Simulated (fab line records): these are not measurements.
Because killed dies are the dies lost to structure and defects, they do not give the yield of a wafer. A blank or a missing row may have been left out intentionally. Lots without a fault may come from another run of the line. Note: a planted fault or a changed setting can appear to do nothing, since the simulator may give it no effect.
Matching of chambers	flow sky130	3 sister chambers for SKY_CONTACT_CVD_00 on pecvd-01
The step deposits Si3N4, target thk 75 nm. 14 wafers are shown with their chamber, then 7 later ones without.

WAFERS PAIRED WITH THEIR CHAMBERS
wafer	chamber	heater power w (W)	heater power outer w (W)
L129.2	2	841	480
L129.3	0	747	429
L129.5	2	855	468
L132.1	2	906	483
L132.3	0	669	366
L132.5	2	728	359
L144.3	0	712	418
L144.4	0	729	422
L144.6	1	564	353
L143.1	1	588	377
L143.2	2	804	433
L143.5	1	593	377
L146.1	2	857	474
L146.2	1	555	369

SIGNATURES (means of the wafers above)
reading	chamber 0	chamber 1	chamber 2	scatter within a chamber
heater power w	714.25	575.00	831.83	45.4
heater power outer w	408.75	369.00	449.50	36.1
Rule: for a wafer and a chamber, the distance is found by dividing, reading by reading, the gap between the wafer's reading and the chamber's mean by the reading's scatter, squaring, summing and taking the root. If the next closest chamber is less than 2 further off than the closest, the wafer can't be placed; otherwise it belongs to the closest. How the scatter is found: for the shown wafers, subtract from each reading the mean of its chamber, square and add these, divide the total by (wafers less chambers), then take the root.

WAFERS WITHOUT THEIR CHAMBER
wafer	heater power w (W)	heater power outer w (W)
L146.6	583	374
L149.3	565	344
L149.4	866	478
L149.6	708	413
L150.2	735	363
L150.4	770	429
L150.5	749	379

EACH ONE'S CHAMBER
wafer	from the rows above	in truth
L146.6	1	1
L149.3	1	1
L149.4	2	2
L149.6	0	0
L150.2	can't be placed: 0 or 2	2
L150.4	can't be placed: 0 or 2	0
L150.5	can't be placed: 0 or 2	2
Correctly placed: 4 of 7. Unplaceable from these rows: 3, with the true chamber sitting among the candidates in 3. Wrongly placed: 0.
